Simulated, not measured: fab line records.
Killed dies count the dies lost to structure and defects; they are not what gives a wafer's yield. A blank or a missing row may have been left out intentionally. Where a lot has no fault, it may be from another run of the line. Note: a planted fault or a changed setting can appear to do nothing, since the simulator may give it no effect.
A lot that was struck, set against a sound lot ; flow gf180mcu ; 25 steps out of a route of 602
Sound: the wafers L436.1, L436.2, L436.3. Struck: wafers L446.1, L446.2, L446.4. At the end, the cause is stated.
Order at every step that has rows: each side's tool, ch and its chambers, its first start. Under that, the readings that differ: sound wafers ; struck wafers ; difference of the means ; sigmas: that difference in standard deviations of wafers without a fault.
alike: words and numbers the same on both sides, and readings whose means are apart by under 2 such deviations; not compared: readings that were withheld, readings missing a value for some wafer, numbers with overlapping values and no deviation given by the record, and bounds like >300 which may hide the same value.
The two part at a step that has a row with sigmas, a row that says differs or no value, or rows on one side only. Numbers that don't overlap but have no deviation are shown without sigmas and don't part them. A reading missing from all wafers of one side parts the sides only when that side holds two or more wafers.

first, 4 steps without rows for these wafers: GF_V4_CLEAN_20 (cleans in DIW); GF_V4_SPUTTER_21 (material Ti, target thk 15 nm, time 80.02 s); GF_V4_SPUTTER_22 (material TiN, target thk 10 nm, time 40 s); GF_V4_CVD_23 (deposits W, target thk 350 nm, time 104.9 s).
GF_V4_RS_MEAS_24: uses a four-point probe to measure.
  sound on film_metro-02 at day 28 19:16; struck on film_metro-03 at day 31 07:08
  alike: V4_W_RS
GF_V4_THK_MEAS_25: measures by xrf.
  sound on film_metro-02 at day 28 19:23; struck on film_metro-03 at day 31 07:16
  alike: V4_W_THK
GF_V4_CMP_26: polishes, stops on SiO2, t overpolish 15 s, target thk 0 nm.
  sound on cmp-02 ch 1,2,3, day 28 19:27; struck on cmp-02 ch 1,2,3, day 31 07:19
  alike: head_pressure_psi, motor_current_A, overpolish_run_s, time_to_endpoint_s
then, 1 step without rows for these wafers: GF_MIM_SPUTTER_00 (material Ti, target thk 37.5 nm, time 150 s).
GF_MIM_SPUTTER_01: material TiN, target thk 30 nm, time 25 s.
  sound on pvd_sputter-04 at day 28 19:51; struck on pvd_sputter-04 at day 31 07:43
  alike: chamber_pressure_pa, throttle_valve_pct
then, 3 steps without rows for these wafers: GF_MIM_SPUTTER_02 (material AlCu, target thk 450 nm, time 23.9 s); GF_MIM_SPUTTER_03 (material Ti, target thk 10 nm, time 6.7 s); GF_MIM_SPUTTER_04 (material TiN, target thk 50 nm, time 41.7 s).
GF_MIM_CVD_05: deposits Si3N4, target thk 42 nm, time 29.086 s.
  sound on pecvd-04 ch 0,1,2, day 28 19:59; struck on pecvd-04 ch 1,2, day 31 07:50
  no value came back on the struck wafers for heater_power_outer_w (W), heater_power_w (W); on the sound wafers heater_power_outer_w (W) reads 368 403 331
GF_MIM_SPUTTER_07: material TiN, target thk 60 nm, time 50 s.
  sound on pvd_sputter-03 at day 28 20:04; struck on pvd_sputter-01 at day 31 07:56
  alike: chamber_pressure_pa, throttle_valve_pct
then, 1 step without rows for these wafers: GF_MIM_SPUTTER_08 (material AlCu, target thk 200 nm, time 10.6 s).
GF_MIM_SPUTTER_09: material TiN, target thk 35 nm, time 29.2 s.
  sound on pvd_sputter-03 at day 28 20:08; struck on pvd_sputter-01 at day 31 08:00
  alike: chamber_pressure_pa, throttle_valve_pct
then, 7 steps without rows for these wafers: GF_MIM_DEHYDRATE_12 (time 60 s); GF_MIM_HMDS_13 (prime time 60 s); GF_MIM_COAT_14 (resist thk 1000 nm); GF_MIM_SOFTBAKE_15 (time 60 s); GF_MIM_EXPOSE_16 (exposes mask FuseTop, target cd 2000 nm); GF_MIM_PEB_17; GF_MIM_DEVELOP_18 (develop time 60 s).
GF_MIM_METAL_ETCH_19: etches the open film in Cl2/BCl3, stops on Si3N4, target depth 324.5 nm, time 54.1 s.
  sound on rie_metal-03 ch 0,1, day 29 15:26; struck on rie_metal-04 ch 0,1, day 32 01:10
reading;sound;struck;difference;sigmas
oes_product_au (a.u.);0.959 0.968 0.948;1.007 1.006 1.013;+0.050;+7
throttle_valve_pct (%);28.270 28.263 28.274;28.232 28.223 28.217;-0.045;-4
model.MIM.feature_depth_nm (nm);301.3 304.2 297.2;325 330.7 330.6;+28;
model.etch.depth_nm (nm);301.3 304.2 297.2;325 330.7 330.6;+28;
  alike: drypump_motor_current_A
  not compared: rf_hours_counter_h
GF_MIM_STRIP_20: strips in O2/N2.
  sound on plasma_asher-04 ch 0,1, day 29 15:30; struck on plasma_asher-01 ch 0,1, day 32 01:14
  alike: drypump_motor_current_A, heater_power_w, oes_product_au, strip_time_to_endpoint_s
  not compared: rf_hours_counter_h

== WHERE THEY PART ==
First at GF_MIM_CVD_05; last, within this record, at GF_MIM_METAL_ETCH_19. Later steps at which nothing parts them and some readings are alike: GF_MIM_STRIP_20.

WHY: whatever the simulator had introduced
Whole step skipped at GF_MIM_CVD_05 on pecvd-04, starting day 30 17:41. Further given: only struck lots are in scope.
